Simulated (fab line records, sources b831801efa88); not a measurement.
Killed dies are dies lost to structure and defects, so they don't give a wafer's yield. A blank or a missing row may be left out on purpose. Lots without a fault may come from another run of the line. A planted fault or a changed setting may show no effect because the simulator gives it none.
fab line records | flow sky130
record lots=24 wafers=72 last_day=50
route steps=708 shown FIELD_ISO@14 SD_P@328 VIA1@471 METAL2@484 METAL5@676
lots that met no fault: from a run of the same line without faults
start_h: hours from the record's first day to the start of the lot's first wafer shown | wait_h: hours since the lot's step before | " the same as in the row above | L1.1+2: a row that stands for several wafers | - no value, or no start given | * or withheld: withheld | < > ~ a bound
route shown NAME@n: a module of which the file shows steps, and the number in the route of the first | usual: mean/standard deviation of fault-free wafers | same: alike in all rows | chamber/n: place in a boat | sites: the reading at each site | _std_site: their standard deviation | _edge_site: outer sites' mean less inner sites' | radius_mm: how far each site lies from the wafer's centre | mask NAME#n: copy n | behind: the tool/chamber that last shaped the wafer | hold: why the lot was held/for how many hours/how that ended | device: the transistor (n, p or np) that didn't switch | end of line: the same wafers' tests at the end of the route | a step without rows: its recipe alone | killed: dies lost to structure and defects at the first sort, not the wafer's yield | map: a wafer's dies, x killed, . not, _ none there
set.NAME: the setting as run; set.NAME@STEP: as run at that earlier step | model.NAME: the simulator's own value behind a step, which no gauge read
steps of the route over a sample of lots; a table a step, a row a wafer
services: from which hour (start_h, from the record's first day; less than 0 if before it) a tool's chamber was out of use, for how many hours, and why
## steps
# step SKY_FIELD_ISO_CD_MEAS_13
# recipe target_cd_nm=150
# usual cd_nm=151.0/1.3
# columns lot.wafer tool chamber start_h wait_h cd_nm
L074.2 cd_sem-02 - 29.91 - 151.7
L074.3 " - " " 151.2
L074.6 " - " " 149.9
L075.1 cd_sem-02 - 33.59 - 150.5
L075.3 " - " " 148.3
L075.4 " - " " 149.6
L076.2 cd_sem-02 - 39.30 - 148.9
L076.3 " - " " 149.1
L076.6 " - " " 149.1
L077.3 cd_sem-02 - 44.33 - 150.8
L077.4 " - " " 150.3
L077.6 " - " " 151.2
L078.1 cd_sem-01 - 50.13 - 151.6
L078.4 " - " " 151.7
L078.5 " - " " 150.6
L079.1 cd_sem-02 - 57.04 - 152.0
L079.2 " - " " 153.0
L079.4 " - " " 152.1
L080.1 cd_sem-01 - 60.38 - 152.5
L080.4 " - " " 151.6
L080.5 " - " " 150.7
L081.1 cd_sem-02 - 65.24 - 148.9
L081.4 " - " " 149.6
L081.5 " - " " 150.6
L082.2 cd_sem-02 - 70.41 - 150.0
L082.4 " - " " 149.8
L082.6 " - " " 149.6
L083.2 cd_sem-02 - 76.31 - 153.6
L083.4 " - " " 152.8
L083.5 " - " " 152.8
L084.3 cd_sem-01 - 80.77 - 150.6
L084.4 " - " " 149.4
L084.5 " - " " 150.9
L085.1 cd_sem-02 - 87.69 - 150.8
L085.2 " - " " 151.1
L085.6 " - " " 151.5
L086.1 cd_sem-02 - 91.53 - 151.6
L086.2 " - " " 152.6
L086.6 " - " " 151.3
L087.1 cd_sem-01 - 98.68 - 152.6
L087.2 " - " " 152.5
L087.6 " - " " 153.2
L088.1 cd_sem-02 - 103.69 - 150.1
L088.3 " - " " 150.9
L088.6 " - " " 151.7
L089.3 cd_sem-01 - 106.32 - 149.2
L089.4 " - " " 149.6
L089.6 " - " " 148.9
L090.2 cd_sem-02 - 113.01 - 151.6
L090.3 " - " " 152.6
L090.6 " - " " 152.9
L091.1 cd_sem-02 - 116.78 - 151.2
L091.2 " - " " 150.8
L091.4 " - " " 151.3
L092.1 cd_sem-02 - 122.04 - 151.9
L092.3 " - " " 150.7
L092.5 " - " " 151.1
L093.2 cd_sem-02 - 128.31 - 153.1
L093.3 " - " " 150.7
L093.5 " - " " 150.6
L094.1 cd_sem-02 - 136.83 - 149.8
L094.2 " - " " 151.0
L094.6 " - " " 151.6
L095.2 cd_sem-01 - 139.26 - 152.2
L095.3 " - " " 151.6
L095.6 " - " " 152.8
L096.2 cd_sem-02 - 144.25 - 150.9
L096.4 " - " " 150.0
L096.5 " - " " 150.8
L097.2 cd_sem-01 - 150.91 - 151.6
L097.3 " - " " 151.3
L097.4 " - " " 150.6
# step SKY_FIELD_ISO_ETCH_17
# recipe target_depth_a=3420 mask_material=Si3N4 chemistry=HBr/Cl2/O2 target=Si taper_deg=5 icp_w=600 bias_w=150 pressure_mtorr=15 HBr_flow_sccm=150 Cl2_flow_sccm=40 O2_flow_sccm=6 time_s=97.7
# usual drypump_motor_current_A=5.5/0.38 mfc_cl2_sccm=39.98/0.13 oes_product_au=1.002/0.016 rf_fwd_power_W=596.0/2.4 throttle_valve_pct=25.655/0.013
# columns lot.wafer tool chamber start_h wait_h drypump_motor_current_A mfc_cl2_sccm oes_product_au rf_fwd_power_W rf_hours_counter_h throttle_valve_pct
L074.2 rie_si-01 3 30.21 0.1 5.9 40.15 1.003 591.3 124 25.654
L074.3 " 0 " " 5.5 40.05 1.015 594.0 113 25.644
L074.6 " 2 " " 4.9 39.89 1.015 594.2 - 25.646
L075.1 rie_si-02 0 33.91 0.1 5.0 39.90 1.013 595.5 151 25.640
L075.3 " 3 " " 5.8 40.01 0.993 595.7 2 25.669
L075.4 " 3 " " 5.8 40.13 0.990 594.5 - 25.672
L076.2 rie_si-02 1 39.60 0.1 5.1 40.05 1.008 595.5 40 25.656
L076.3 " 3 " " 5.7 40.15 0.989 596.3 2 25.662
L076.6 " 1 " " 5.1 40.11 0.999 598.1 - 25.646
L077.3 rie_si-01 0 44.60 0.0 5.5 39.89 1.010 591.8 113 25.634
L077.4 " 3 " " 5.9 39.78 1.004 597.1 124 25.651
L077.6 " 2 " " 4.9 39.88 1.028 588.8 - 25.632
L078.1 rie_si-02 3 50.45 0.1 5.8 39.92 0.990 596.9 2 25.667
L078.4 " 2 " " 5.4 40.23 0.998 595.9 0 25.653
L078.5 " 3 " " 5.7 39.75 0.983 595.4 - 25.666
L079.1 rie_si-02 1 57.36 0.1 5.1 40.12 1.012 596.5 40 25.657
L079.2 " 2 " " 5.4 40.09 0.999 596.7 0 25.670
L079.4 " 0 " " 5.0 40.03 1.009 597.9 152 25.657
L080.1 rie_si-02 0 60.70 0.1 5.0 40.19 1.008 596.4 152 25.642
L080.4 " 3 " " 5.8 39.87 0.979 596.3 3 25.666
L080.5 " 2 " " 5.4 39.89 0.997 596.5 - 25.663
L081.1 rie_si-02 1 65.56 0.1 5.1 39.95 1.011 597.0 40 25.642
L081.4 " 0 " " 5.0 40.03 1.008 596.1 152 25.623
L081.5 " 3 " " 5.8 39.91 0.984 596.1 - 25.660
L082.2 rie_si-01 0 70.70 0.1 5.5 40.04 1.031 593.9 113 25.633
L082.4 " 3 " " 5.9 39.98 1.006 596.5 124 25.656
L082.6 " 1 " " 6.1 39.90 0.980 597.7 - 25.673
L083.2 rie_si-01 1 76.61 0.1 6.1 39.87 0.982 601.4 42 25.666
L083.4 " 0 " " 5.5 39.83 1.038 595.3 113 25.637
L083.5 " 1 " " 6.1 39.82 0.975 600.9 - 25.674
L084.3 rie_si-01 2 81.05 0.0 4.9 39.82 1.025 596.9 141 25.633
L084.4 " 3 " " 5.9 40.00 1.016 591.6 124 25.637
L084.5 " 3 " " 5.9 39.74 1.018 595.5 - 25.639
L085.1 rie_si-02 3 88.00 0.1 5.8 39.96 0.982 594.9 3 25.671
L085.2 " 1 " " 5.1 39.98 1.002 599.9 40 25.648
L085.6 " 2 " " 5.4 40.16 0.981 596.5 - 25.669
L086.1 rie_si-02 2 91.85 0.1 5.4 40.19 0.983 596.1 1 25.652
L086.2 " 3 " " 5.7 40.09 0.986 597.7 3 25.668
L086.6 " 1 " " 5.1 39.82 1.001 599.7 - 25.668
L087.1 rie_si-01 2 99.00 0.1 5.0 39.82 1.027 593.6 141 25.644
L087.2 " 3 " " 5.9 39.86 1.002 594.0 124 25.644
L087.6 " 0 " " 5.5 39.85 1.015 591.5 - 25.637
L088.1 rie_si-01 2 104.01 0.1 5.0 40.08 1.021 591.8 141 25.638
L088.3 " 0 " " 5.5 40.06 1.035 594.5 114 25.659
L088.6 " 2 " " 5.0 40.22 1.030 594.5 - 25.625
L089.3 rie_si-02 1 106.60 0.0 5.1 39.95 1.017 598.2 40 25.675
L089.4 " 0 " " 5.0 39.96 1.009 593.2 0 25.641
L089.6 " 2 " " 5.4 39.89 0.995 595.4 - 25.657
L090.2 rie_si-02 3 113.30 0.1 5.7 39.91 0.992 593.4 3 25.666
L090.3 " 0 " " 5.0 40.18 1.013 596.9 0 25.646
L090.6 " 3 " " 5.7 40.02 0.992 597.1 - 25.678
L091.1 rie_si-02 2 117.10 0.1 5.4 39.85 0.988 592.7 1 25.662
L091.2 " 1 " " 5.1 39.93 1.001 598.5 41 25.673
L091.4 " 0 " " 5.0 39.91 1.003 596.6 0 25.654
L092.1 rie_si-01 3 122.35 0.1 5.9 40.19 1.013 597.7 125 25.661
L092.3 " 0 " " 5.5 40.04 1.026 593.9 114 25.646
L092.5 " 0 " " 5.5 39.70 1.023 593.8 - 25.654
L093.2 rie_si-02 2 128.61 0.1 5.4 40.01 0.991 596.6 1 25.649
L093.3 " 0 " " 5.0 39.80 1.005 597.3 0 25.655
L093.5 " 2 " " 5.4 40.05 0.993 598.6 - 25.655
L094.1 rie_si-02 3 137.15 0.1 5.8 40.22 1.002 597.7 3 25.661
L094.2 " 2 " " 5.4 39.96 0.999 595.2 1 25.664
L094.6 " 3 " " 5.8 40.06 0.996 596.9 - 25.660
L095.2 rie_si-01 3 139.56 0.1 5.9 39.73 1.002 596.1 125 25.662
L095.3 " 0 " " 5.5 40.05 1.030 591.3 114 25.649
L095.6 " 3 " " 5.9 39.98 1.001 595.5 - 25.642
L096.2 rie_si-02 3 144.55 0.1 5.8 39.91 1.004 595.7 3 25.645
L096.4 " 1 " " 5.1 39.78 1.008 600.6 41 25.644
L096.5 " 2 " " 5.4 39.89 0.998 591.8 - 25.653
L097.2 rie_si-02 2 151.20 0.1 5.4 39.91 1.003 600.0 1 25.657
L097.3 " 3 " " 5.8 39.88 0.999 595.3 3 25.666
L097.4 " 0 " " 5.0 40.01 1.012 594.8 0 25.637
# step SKY_SD_P_OVL_MEAS_08
# usual SD_P_OVL=0.1/1.2
# columns lot.wafer tool chamber start_h wait_h SD_P_OVL[nm]
L074.2 overlay-02 - 582.01 0.1 -0.8
L074.3 " - " " 0.5
L074.6 " - " " 0.4
L075.1 overlay-02 - 595.35 0.1 0.0
L075.3 " - " " 1.8
L075.4 " - " " 0.4
L076.2 overlay-01 - 595.86 0.1 -1.2
L076.3 " - " " -0.8
L076.6 " - " " 0.5
L077.3 overlay-02 - 609.77 0.1 0.3
L077.4 " - " " 0.8
L077.6 " - " " -0.6
L078.1 overlay-02 - 618.75 0.1 0.8
L078.4 " - " " 0.0
L078.5 " - " " 0.0
L079.1 overlay-02 - 635.25 0.1 -1.5
L079.2 " - " " -2.5
L079.4 " - " " -0.4
L080.1 overlay-02 - 637.82 0.1 -0.6
L080.4 " - " " -1.5
L080.5 " - " " -0.5
L082.2 overlay-01 - 668.26 0.1 1.1
L082.4 " - " " -0.4
L082.6 " - " " 2.2
L081.1 overlay-01 - 676.31 0.1 0.2
L081.4 " - " " -0.4
L081.5 " - " " -0.3
L084.3 overlay-02 - 677.22 0.1 2.7
L084.4 " - " " 1.9
L084.5 " - " " 0.4
L083.2 overlay-02 - 677.51 0.1 -0.1
L083.4 " - " " -0.4
L083.5 " - " " 1.7
L085.1 overlay-02 - 685.86 0.1 -0.4
L085.2 " - " " 1.4
L085.6 " - " " 0.4
L086.1 overlay-01 - 692.15 0.1 1.7
L086.2 " - " " -0.1
L086.6 " - " " 1.1
L087.1 overlay-01 - 699.65 0.1 1.1
L087.2 " - " " 1.2
L087.6 " - " " 1.4
L088.1 overlay-02 - 703.05 0.1 -0.8
L088.3 " - " " -1.8
L088.6 " - " " 1.1
L089.3 overlay-02 - 707.72 0.1 1.1
L089.4 " - " " 0.2
L089.6 " - " " 1.6
L090.2 overlay-01 - 712.16 0.1 -1.0
L090.3 " - " " -1.0
L090.6 " - " " -0.7
L091.1 overlay-01 - 729.97 0.1 -0.4
L091.2 " - " " -1.8
L091.4 " - " " -2.2
L092.1 overlay-02 - 730.69 0.1 0.0
L092.3 " - " " 1.5
L092.5 " - " " 1.2
L093.2 overlay-01 - 739.26 0.1 -2.2
L093.3 " - " " -1.5
L093.5 " - " " -1.0
L094.1 overlay-02 - 753.10 0.1 0.6
L094.2 " - " " -1.0
L094.6 " - " " -0.2
L095.2 overlay-02 - 754.38 0.1 -0.3
L095.3 " - " " -0.8
L095.6 " - " " 0.7
L096.2 overlay-01 - 757.66 0.1 0.1
L096.4 " - " " -1.5
L096.5 " - " " -0.1
L097.2 overlay-02 - 767.91 0.1 2.4
L097.3 " - " " 2.0
L097.4 " - " " 1.9
# step SKY_VIA1_OVL_MEAS_13
# usual VIA1_OVL=-1/6.5
# columns lot.wafer tool chamber start_h wait_h VIA1_OVL[nm]
L074.2 overlay-02 - 787.91 0.1 -1
L074.3 " - " " -14
L074.6 " - " " -6
L075.1 overlay-02 - 793.95 0.1 -1
L075.3 " - " " -13
L075.4 " - " " -7
L076.2 overlay-01 - 794.31 0.1 -3
L076.3 " - " " -2
L076.6 " - " " -4
L077.3 overlay-02 - 814.03 0.1 0
L077.4 " - " " 2
L077.6 " - " " 1
L078.1 overlay-02 - 816.91 0.1 6
L078.4 " - " " 1
L078.5 " - " " 3
L079.1 overlay-01 - 838.16 0.1 -1
L079.2 " - " " -3
L079.4 " - " " -4
L080.1 overlay-01 - 840.00 0.1 -10
L080.4 " - " " -10
L080.5 " - " " -12
L082.2 overlay-02 - 869.19 0.1 10
L082.4 " - " " 8
L082.6 " - " " 10
L081.1 overlay-02 - 871.56 0.1 -5
L081.4 " - " " 2
L081.5 " - " " -5
L084.3 overlay-02 - 872.51 0.1 -13
L084.4 " - " " -3
L084.5 " - " " -16
L083.2 overlay-02 - 872.86 0.1 0
L083.4 " - " " -6
L083.5 " - " " -6
L085.1 overlay-01 - 878.10 0.1 3
L085.2 " - " " -1
L085.6 " - " " 3
L086.1 overlay-01 - 885.90 0.1 -12
L086.2 " - " " -8
L086.6 " - " " -6
L087.1 overlay-01 - 888.85 0.1 6
L087.2 " - " " 8
L087.6 " - " " 5
L088.1 overlay-01 - 895.35 0.1 -10
L088.3 " - " " -5
L088.6 " - " " 7
L089.3 overlay-01 - 901.42 0.1 3
L089.4 " - " " 7
L089.6 " - " " -3
L090.2 overlay-01 - 901.71 0.1 -4
L090.3 " - " " -1
L090.6 " - " " 0
L091.1 overlay-01 - 918.60 0.1 -11
L091.2 " - " " 2
L091.4 " - " " 5
L092.1 overlay-01 - 919.76 0.1 -3
L092.3 " - " " 7
L092.5 " - " " -8
L093.2 overlay-01 - 928.41 0.1 1
L093.3 " - " " 0
L093.5 " - " " -2
L094.1 overlay-01 - 939.65 0.1 11
L094.2 " - " " 10
L094.6 " - " " 1
L095.2 overlay-01 - 940.26 0.1 -1
L095.3 " - " " 6
L095.6 " - " " 0
L096.2 overlay-01 - 943.26 0.1 7
L096.4 " - " " 7
L096.5 " - " " 9
L097.2 overlay-02 - 955.26 0.1 0
L097.3 " - " " -3
L097.4 " - " " 0
# step SKY_METAL2_SPUTTER_01
# recipe material=TiN target_thk_nm=20 power_w=6500 time_s=16.7 chamber_pressure_pa=0.4
# usual throttle_valve_pct=30.4/1.1
# columns lot.wafer tool chamber start_h wait_h throttle_valve_pct
L074.2 pvd_sputter-04 - 789.28 0.0 31.5
L074.3 " - " " 30.0
L074.6 " - " " 30.4
L075.1 pvd_sputter-03 - 795.36 0.0 30.5
L075.3 " - " " 31.2
L075.4 " - " " 31.1
L076.2 pvd_sputter-02 - 795.69 0.0 30.6
L076.3 " - " " 30.3
L076.6 " - " " 30.6
L077.3 pvd_sputter-02 - 815.63 0.0 30.5
L077.4 " - " " 31.9
L077.6 " - " " 30.7
L078.1 pvd_sputter-04 - 818.32 0.0 30.2
L078.4 " - " " 30.2
L078.5 " - " " 31.7
L079.1 pvd_sputter-03 - 839.53 0.0 31.4
L079.2 " - " " 31.7
L079.4 " - " " 30.4
L080.1 pvd_sputter-03 - 841.37 0.0 30.9
L080.4 " - " " 30.2
L080.5 " - " " 27.6
L082.2 pvd_sputter-02 - 870.56 0.0 30.2
L082.4 " - " " 30.7
L082.6 " - " " 30.3
L081.1 pvd_sputter-03 - 872.93 0.0 31.8
L081.4 " - " " 31.2
L081.5 " - " " 31.2
L084.3 pvd_sputter-03 - 873.88 0.0 31.3
L084.4 " - " " 31.6
L084.5 " - " " 28.2
L083.2 pvd_sputter-02 - 874.22 0.0 31.5
L083.4 " - " " 30.2
L083.5 " - " " 30.6
L085.1 pvd_sputter-03 - 880.21 0.0 27.9
L085.2 " - " " 31.8
L085.6 " - " " 31.1
L086.1 pvd_sputter-02 - 887.33 0.0 30.5
L086.2 " - " " 30.8
L086.6 " - " " 30.2
L087.1 pvd_sputter-04 - 890.30 0.0 30.5
L087.2 " - " " 29.8
L087.6 " - " " 30.4
L088.1 pvd_sputter-04 - 896.81 0.0 30.1
L088.3 " - " " 30.0
L088.6 " - " " 31.8
L089.3 pvd_sputter-03 - 902.82 0.0 30.8
L089.4 " - " " 31.6
L089.6 " - " " 31.7
L090.2 pvd_sputter-04 - 903.11 0.0 30.3
L090.3 " - " " 30.2
L090.6 " - " " 30.4
L091.1 pvd_sputter-04 - 920.02 0.0 31.5
L091.2 " - " " 30.1
L091.4 " - " " 30.6
L092.1 pvd_sputter-04 - 921.31 0.0 30.2
L092.3 " - " " 29.7
L092.5 " - " " 29.9
L093.2 pvd_sputter-03 - 929.78 0.0 30.6
L093.3 " - " " 27.8
L093.5 " - " " 30.7
L094.1 pvd_sputter-03 - 941.06 0.0 30.6
L094.2 " - " " 27.8
L094.6 " - " " 30.6
L095.2 pvd_sputter-02 - 941.66 0.0 31.7
L095.3 " - " " 30.5
L095.6 " - " " 30.3
L096.2 pvd_sputter-02 - 944.63 0.0 30.7
L096.4 " - " " 31.6
L096.5 " - " " 30.6
L097.2 pvd_sputter-04 - 956.63 0.0 30.2
L097.3 " - " " 31.8
L097.4 " - " " 30.1
# step SKY_METAL5_METAL_ETCH_15
# recipe target_depth_a=12600 stop_on=SiO2 over_etch_frac=0.2 time_s=252 chemistry=Cl2/BCl3 resist_sidewall_deg=86 pressure_mtorr=10 icp_w=900 bias_w=48.5 Cl2_flow_sccm=60 bcl3_flow_sccm=30
# usual drypump_motor_current_A=5.7/0.62 mfc_cl2_sccm=60.01/0.2 oes_product_au=0.893/0.005 rf_fwd_power_W=897.9/2.8 throttle_valve_pct=22.264/0.009
# columns lot.wafer tool chamber start_h wait_h drypump_motor_current_A mfc_cl2_sccm oes_product_au rf_fwd_power_W rf_hours_counter_h throttle_valve_pct
L074.2 rie_metal-04 0 1024.42 0.0 4.7 59.95 0.892 895.1 19 22.257
L074.3 " 0 " " 4.7 60.00 0.895 897.3 - 22.261
L074.6 " 1 " " 5.8 59.79 0.891 898.6 - 22.247
L075.1 rie_metal-02 0 1028.52 0.0 6.6 60.33 0.893 900.9 10 22.279
L075.3 " 1 " " 5.3 60.12 0.895 900.0 - 22.253
L075.4 " 0 " " 6.6 60.01 0.892 898.8 - 22.261
L076.2 rie_metal-04 0 1030.72 0.0 4.7 60.09 0.891 895.9 20 22.267
L076.3 " 0 " " 4.7 60.03 0.890 896.6 - 22.273
L076.6 " 0 " " 4.7 60.18 0.896 892.6 - 22.271
L077.3 rie_metal-01 0 1046.65 0.1 6.3 59.83 0.891 897.1 - 22.273
L077.4 " 1 " " 5.2 60.12 0.885 902.6 - 22.270
L077.6 " 1 " " 5.2 59.84 0.885 901.2 - 22.277
L078.1 rie_metal-02 1 1048.37 0.0 5.2 60.24 0.891 898.2 20 22.247
L078.4 " 1 " " 5.3 60.16 0.898 901.5 - 22.271
L078.5 " 0 " " 6.6 60.32 0.906 899.8 - 22.261
L079.1 rie_metal-02 0 1065.67 0.0 6.6 60.30 0.900 900.8 13 22.269
L079.2 " 1 " " 5.3 60.09 0.891 897.7 22 22.291
L079.4 " 0 " " 6.5 60.07 0.885 898.9 - 22.266
L080.1 rie_metal-02 1 1067.57 0.0 5.3 60.26 0.901 901.5 22 22.251
L080.4 " 1 " " 5.3 60.34 0.895 901.9 - 22.259
L080.5 " 0 " " 6.6 59.99 0.884 898.1 - 22.252
L082.2 rie_metal-02 1 1091.82 0.0 5.3 60.39 0.897 900.8 23 22.248
L082.4 " 1 " " 5.3 60.19 0.894 899.7 - 22.261
L082.6 " 0 " " 6.6 59.75 0.897 895.3 - 22.256
L081.1 rie_metal-04 1 1093.75 0.1 5.8 59.90 0.895 898.3 12 22.271
L081.4 " 1 " " 5.9 60.08 0.897 895.6 - 22.262
L081.5 " 1 " " 5.8 59.95 0.889 896.4 - 22.275
L084.3 rie_metal-01 1 1094.40 0.1 5.2 59.77 0.897 895.1 - 22.262
L084.4 " 0 " " 6.3 59.87 0.894 895.4 - 22.260
L084.5 " 0 " " 6.3 60.06 0.890 900.0 - 22.264
L083.2 rie_metal-02 0 1095.17 0.0 6.6 60.08 0.886 897.9 15 22.278
L083.4 " 0 " " 6.6 60.11 0.890 900.6 - 22.256
L083.5 " 1 " " 5.3 59.76 0.898 893.6 - 22.249
L085.1 rie_metal-02 0 1099.62 0.0 6.6 60.18 0.897 899.5 15 22.254
L085.2 " 1 " " 5.3 59.86 0.895 901.8 24 22.255
L085.6 " 1 " " 5.3 60.03 0.903 898.7 - 22.272
L086.1 rie_metal-04 1 1103.25 0.1 5.8 59.96 0.898 897.0 14 22.256
L086.2 " 1 " " 5.8 60.14 0.889 895.9 - 22.238
L086.6 " 1 " " 5.8 59.62 0.902 896.7 - 22.258
L087.1 rie_metal-04 1 1106.50 0.1 5.8 60.08 0.889 891.7 15 22.254
L087.2 " 1 " " 5.8 60.16 0.892 895.6 - 22.258
L087.6 " 1 " " 5.9 60.02 0.899 897.2 - 22.258
L088.1 rie_metal-04 0 1112.37 0.0 4.7 60.00 0.903 893.9 0 22.269
L088.3 " 0 " " 4.7 59.83 0.892 896.6 - 22.264
L088.6 " 0 " " 4.7 60.23 0.893 894.8 - 22.252
L089.3 rie_metal-02 0 1118.20 0.1 6.6 59.96 0.886 897.5 - 22.267
L089.4 " 1 " " 5.3 59.97 0.897 898.9 - 22.277
L089.6 " 0 " " 6.5 60.11 0.898 900.0 - 22.271
L090.2 rie_metal-01 1 1119.27 0.0 5.2 60.13 0.888 898.1 10 22.265
L090.3 " 0 " " 6.3 60.02 0.897 894.7 - 22.266
L090.6 " 0 " " 6.3 59.65 0.896 897.1 - 22.265
L091.1 rie_metal-01 1 1129.97 0.0 5.2 60.25 0.894 901.2 11 22.254
L091.2 " 0 " " 6.3 59.47 0.899 901.0 24 22.269
L091.4 " 0 " " 6.3 59.69 0.888 899.4 - 22.266
L092.1 rie_metal-04 1 1130.82 0.0 5.9 60.14 0.888 896.5 17 22.263
L092.3 " 0 " " 4.7 60.52 0.889 900.9 - 22.264
L092.5 " 1 " " 5.8 60.07 0.896 891.0 - 22.265
L093.2 rie_metal-01 0 1139.67 0.0 6.3 59.97 0.890 899.4 25 22.262
L093.3 " 1 " " 5.2 59.98 0.889 895.8 - 22.276
L093.5 " 0 " " 6.3 60.01 0.892 895.4 - 22.254
L094.1 rie_metal-02 0 1144.62 0.0 6.6 59.89 0.896 898.3 19 22.265
L094.2 " 1 " " 5.2 59.91 0.898 895.9 28 22.267
L094.6 " 1 " " 5.3 60.17 0.892 898.8 - 22.244
L095.2 rie_metal-04 1 1147.12 0.0 5.9 60.04 0.887 898.0 18 22.265
L095.3 " 1 " " 5.9 60.35 0.896 894.7 - 22.281
L095.6 " 1 " " 5.8 59.68 0.886 893.9 - 22.260
L096.2 rie_metal-01 1 1149.37 0.0 5.2 59.87 0.898 898.5 13 22.256
L096.4 " 1 " " 5.2 60.21 0.893 902.2 - 22.263
L096.5 " 0 " " 6.3 60.31 0.888 903.8 - 22.253
L097.2 rie_metal-02 1 1160.82 0.0 5.3 60.20 0.899 899.9 29 22.272
L097.3 " 0 " " 6.6 59.90 0.895 895.3 - 22.273
L097.4 " 1 " " 5.3 60.71 0.899 900.6 - 22.271
## services
# columns tool chamber start_h hours kind
rie_si-02 - 51.42 0.4 repair
rie_si-02 - 61.31 2.8 pm
pvd_sputter-03 - 113.21 18.8 repair
rie_si-01 - 135.61 0.7 repair
rie_si-01 3 140.23 3.5 repair
rie_si-02 1 164.04 7.6 repair
rie_si-01 - 261.42 0.5 repair
rie_si-01 1 274.51 8.1 repair
rie_si-01 1 289.13 2.0 repair
pvd_sputter-03 - 317.67 3.4 repair
pvd_sputter-03 - 327.97 4.3 repair
rie_si-01 - 365.60 4.3 pm
rie_si-01 3 416.22 12.1 repair
rie_metal-02 1 484.01 62.6 repair
rie_si-02 2 537.84 3.4 repair
rie_si-02 0 603.13 10.9 repair
rie_metal-02 - 672.45 2.8 pm
rie_si-02 - 702.47 0.2 repair
rie_metal-02 1 782.72 5.8 repair
rie_si-02 3 804.79 9.7 repair
rie_si-02 - 870.01 14.6 pm
rie_si-02 3 892.33 2.5 repair
rie_si-02 0 960.71 8.5 repair
rie_si-02 0 981.00 14.0 repair
## key
fault none
